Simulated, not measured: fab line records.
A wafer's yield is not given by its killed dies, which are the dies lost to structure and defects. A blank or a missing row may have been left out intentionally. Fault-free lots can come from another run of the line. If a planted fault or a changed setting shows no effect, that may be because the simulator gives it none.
A lot that was struck, set against a sound lot | flow sky130 | 15 steps out of a route of 708
Sound: wafers L125.2, L125.3, L125.4. Struck: wafers L131.1, L131.2, L131.6. Last of all comes the cause.
At each step with rows: each side's tool, then ch and its chambers, then its first start. Under that, the readings that differ: sound wafers | struck wafers | difference of the means | sigmas: that difference in standard deviations of wafers without a fault.
alike: a reading whose means differ by less than 2 such deviations, as well as words and numbers matching on both sides. not compared: withheld readings; readings where some wafer has no value; bounds like >300 that might hide an equal value; numbers whose values overlap and for which the record gives no deviation.
Wherever a step has rows on one side only, a row that says differs or no value, or a row with sigmas, the two part there. Non-overlapping numbers with no deviation appear without sigmas and do not part them. A reading missing from all wafers of one side parts the sides only when that side holds two or more wafers.

first, 1 step without rows for these wafers: SKY_VIA1_ETCH_15 (etches SiO2 in C4F8/O2/Ar, stops on TiN, target depth 351 nm, time 54 s).
SKY_VIA1_STRIP_16: strips in O2/N2.
  sound on plasmaAsher-02 ch 0,1, day 34 07:08; struck on plasmaAsher-04 ch 0,1, day 36 01:25
  alike: drypumpMotorCurrentA, oesProductAu, stripTimeToEndpointS
  not compared: rfHoursCounterH
then, 3 steps without rows for these wafers: SKY_VIA1_STRIP_17 (strips in post etch residue remover, time 1200 s); SKY_VIA1_CLEAN_18 (cleans in IPA, time 180 s); SKY_VIA1_CLEAN_19 (cleans in O3/DIW).
SKY_VIA1_SPUTTER_20: material TiN, target thk 20 nm, time 80 s.
  sound: pvdSputter-03 at day 34 07:44; struck: pvdSputter-04 at day 36 02:02
  alike: chamberPressurePa, throttleValvePct
SKY_VIA1_CVD_21: deposits W, target thk 270 nm, time 80.902 s.
  sound on cvdW-02 ch 0,1, day 34 07:47; struck on cvdW-02 ch 0,1, day 36 02:10
  alike: heaterPowerW
SKY_VIA1_RS_MEAS_22: uses a four-point probe to measure.
  sound: filmMetro-02 at day 34 07:54; struck: filmMetro-01 at day 36 02:15
  alike: VIA1_W_RS
SKY_VIA1_THK_MEAS_23: measures by xrf.
  sound: filmMetro-02 at day 34 08:01; struck: filmMetro-01 at day 36 02:22
  alike: VIA1_W_THK
SKY_VIA1_CMP_24: polishes, stops on SiO2, t overpolish 15 s, target thk 0 nm.
  sound on cmp-02 ch 0,2,3, day 34 08:04; struck on cmp-01 ch 0,3, day 36 02:29
  alike: motorCurrentA, overpolishRunS, timeToEndpointS
then, 2 steps without rows for these wafers: SKY_METAL2_SPUTTER_00 (material Ti, target thk 15 nm, time 10 s); SKY_METAL2_SPUTTER_01 (material TiN, target thk 20 nm, time 16.7 s).
SKY_METAL2_SPUTTER_02: material AlCu, target thk 250 nm, time 13.3 s.
  sound: pvdSputter-01 at day 34 08:25; struck: pvdSputter-01 at day 36 02:47
reading                | sound                | struck               | difference | sigmas
chamberPressurePa (Pa) | 0.4005 0.3988 0.4007 | 0.3732 0.3743 0.3750 | -0.0258    | -30
  alike: throttleValvePct
  not compared: model.AlCu_of_METAL2_SPUTTER_02.thkNm
SKY_METAL2_SPUTTER_03: material Ti, target thk 5 nm, time 3.3 s.
  sound: pvdSputter-01 at day 34 08:26; struck: pvdSputter-01 at day 36 02:48
  alike: chamberPressurePa, throttleValvePct
-- the record jumps here: 11 days lie between the struck wafers' starts before and after (it left off in module METAL2 and takes up again in module PAD_OPEN, whose first step shown is number 708 of the route) --
SKY_PAD_OPEN_PROBE_99:
  sound: prober-01 at day 46 00:55; struck: prober-01 at day 47 08:59
  alike: defectLimitedYield, killed_at_M0_to_M3, killed_at_M4_up, killedAtContacts, killedAtFrontEnd, killedAtOther, killedDies, killedOpen, killedShort, sort_bin_3_pad_short, sort_bin_5_function, sort_bin_6_memory, sortNPass, sortYieldPct

== WHERE THEY PART ==
Within this record, at SKY_METAL2_SPUTTER_02 only. Later steps at which nothing parts them and some readings are alike: SKY_METAL2_SPUTTER_03, SKY_PAD_OPEN_PROBE_99.

WHY: what had been put in by the simulator
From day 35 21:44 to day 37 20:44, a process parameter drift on pvdSputter-01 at SKY_METAL2_SPUTTER_02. Setting chamberPressurePa shifted by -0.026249 from 0.4. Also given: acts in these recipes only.
